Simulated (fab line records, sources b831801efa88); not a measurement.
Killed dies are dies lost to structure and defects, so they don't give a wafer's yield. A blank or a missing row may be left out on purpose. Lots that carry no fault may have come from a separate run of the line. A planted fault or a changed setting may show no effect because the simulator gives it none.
Chamber matching ; flow sky130 ; SKY_LI_CONTACT_ETCH_15 on rie_diel-04: 4 sister chambers
The step etches PSG in C4F8/O2/Ar, stops on Si, target depth 600 nm. 4 wafers are shown with their chamber, then 7 later ones without.

## WAFERS, EACH WITH ITS CHAMBER
wafer;chamber;oes_product_au (a.u.)
L716.4;2;0.832
L717.2;1;0.833
L720.1;3;0.842
L720.3;0;0.831

## WAFERS WITH NO CHAMBER GIVEN
wafer;oes_product_au (a.u.)
L720.4;0.839
L729.2;0.835
L729.4;0.840
L729.5;0.837
L730.3;0.833
L730.4;0.837
L730.5;0.832

## WHICH CHAMBER EACH ONE RAN IN
wafer;from the rows above;in truth
L720.4;can't be placed: 3 or 1 or 2 or 0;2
L729.2;can't be placed: 1 or 2 or 0 or 3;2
L729.4;can't be placed: 3 or 1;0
L729.5;can't be placed: 1 or 2 or 3 or 0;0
L730.3;can't be placed: 1 or 2 or 0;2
L730.4;can't be placed: 1 or 2 or 3 or 0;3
L730.5;can't be placed: 2 or 0 or 1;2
0 of 7 placed correctly. Can't be placed from these rows: 7 (the true chamber is among the candidates in 6). Wrongly placed: 0.
How it was worked out, from the rows above alone: a wafer's distance from a chamber is the root of the sum, over the readings, of the square of ((its reading less the chamber's mean) divided by the reading's scatter). If the next closest chamber is less than 2 further off than the closest, the wafer can't be placed; otherwise it belongs to the closest. Each chamber's mean is taken over the wafers shown for it. The scatter: with one shown wafer a chamber, the root of the mean of the squares of how far each hidden wafer lies from its nearest shown one.
